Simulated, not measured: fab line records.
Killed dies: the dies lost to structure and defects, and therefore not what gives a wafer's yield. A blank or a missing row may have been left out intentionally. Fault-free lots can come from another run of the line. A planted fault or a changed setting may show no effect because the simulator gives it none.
Matching of chambers -- flow sky130 -- SKY_VIA2_CMP_24 on cmp-01: 4 sister chambers
The step polishes, stops on SiO2, t overpolish 20 s, target thk 0 nm. 8 wafers are shown with their chamber, then 7 later ones without.

## WAFERS, EACH WITH ITS CHAMBER
wafer,chamber,motor_current_A (A),slurry_flow_ml_min
L078.2,0,12.1,149.8
L085.3,2,12.1,149.9
L085.6,0,12.6,149.1
L088.1,2,12.1,149.9
L088.3,3,10.4,150.0
L088.6,1,10.3,150.4
L089.1,1,10.2,150.1
L089.2,3,9.9,150.5

## WAFERS WHOSE CHAMBER IS MISSING
wafer,motor_current_A (A),slurry_flow_ml_min
L089.3,12.5,150.8
L091.1,10.2,150.3
L091.3,12.6,149.6
L091.5,11.2,150.0
L092.1,12.3,150.4
L092.2,10.5,149.5
L092.6,12.1,150.7

## THE CHAMBER EACH PASSED THROUGH
wafer,from the rows above,in truth
L089.3,can't be placed: 2 or 0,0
L091.1,can't be placed: 3 or 1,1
L091.3,can't be placed: 0 or 2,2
L091.5,can't be placed: 2 or 1 or 3 or 0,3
L092.1,can't be placed: 2 or 0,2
L092.2,can't be placed: 1 or 3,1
L092.6,can't be placed: 2 or 0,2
Placed correctly: 0 of 7. Not placeable from these rows: 7 (in 7, the candidates include the true chamber). Wrongly placed: 0.
How it was worked out, from the rows above alone: a wafer's distance from a chamber is the root of the sum, over the readings, of the square of ((its reading less the chamber's mean) divided by the reading's scatter). The wafer belongs to the nearest chamber; if the next one is less than 2 further off, it can't be placed. The mean given for a chamber averages the wafers shown for that chamber. How the scatter is found: for the shown wafers, subtract from each reading the mean of its chamber, square and add these, divide the total by (wafers less chambers), then take the root.
